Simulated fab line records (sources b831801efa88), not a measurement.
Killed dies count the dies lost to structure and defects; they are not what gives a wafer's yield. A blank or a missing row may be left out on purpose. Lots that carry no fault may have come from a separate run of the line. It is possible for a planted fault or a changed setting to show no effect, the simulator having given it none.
Problem report, 8D (eight disciplines) form, completed by code    flow sky130    the parts of the form that need people (team, actions taken, sign-off) are left out

1. THE PROBLEM
Mean of run-length-s at SKY_POLY_CUT_SOFTBAKE_04: 124.45 s across 6 wafers in 2 lots; on wafers with no fault it is 119.10 s (standard deviation 0.2). That puts it +27 standard deviations away from the usual mean.
The step: time 90 s.
Earliest sighting: wafer L843.1 on litho-track-02 at day 27 14:00. Wafers with a number at this step in the record: 36, from 12 lots. By rule, "out" or "out of limits" means more than 4 standard deviations away from the usual mean. Any other wafer with a number is counted as sound.

2. WHAT IT IS AND WHAT IT IS NOT
question                     is                      is not
which readings at this step  run-length-s            exhaust-pa
which lots                   L843, L846              L834, L835, L836, L837, L838, L839, L849, L852, L856, L857
which wafers of those lots   all that have a number  -
read on which tools          litho-track-02          litho-track-03, litho-track-04
when                         from day 27 14:00       up to then (18 sound wafers); but 12 sound wafers of L849, L852, L856, L857 came after

3. SUSPECTS, AND WHAT RULES EACH OUT
Counting: any tool at a process step up to the reading is kept as a suspect provided that every lot that is out went through it and no sound lot did after the first of them.
- litho-track-02 at SKY_POLY_CUT_SOFTBAKE_04 (time 90 s): ruled out as a lasting fault. After its first lot that is out, L843 (day 27 14:00), sound lots L856, L857 ran on it.
Left after counting: nothing in the record.

4. THE CAUSE (what the simulator had put in)
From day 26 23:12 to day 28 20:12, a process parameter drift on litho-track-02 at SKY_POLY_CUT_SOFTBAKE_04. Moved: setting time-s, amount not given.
Counting ruled it out, wrongly.

5. SEQUENCE OF EFFECTS, ordered by route
Each row: a reading whose mean over the struck wafers that have a number lies more than 3 standard deviations from the usual. Readings are gone through only where the record gives a usual standard deviation; hours: the median, over the lots, of the time from a lot's start at the first step in this table giving one to that lot's start at this step; sigmas: the change measured in usual standard deviations.
hours  step                      reading       usual     on struck wafers  change  sigmas
0      SKY_POLY_CUT_SOFTBAKE_04  run-length-s  119.10 s  124.45            +5.35   +27
Here are the process steps it includes:
- SKY_POLY_CUT_SOFTBAKE_04: time 90 s.

6. HOW IT WOULD HAVE BEEN CAUGHT EARLIER
15 hours passed between the start of the fault at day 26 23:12 and the first reading out of limits in this record, taken at day 27 14:00.
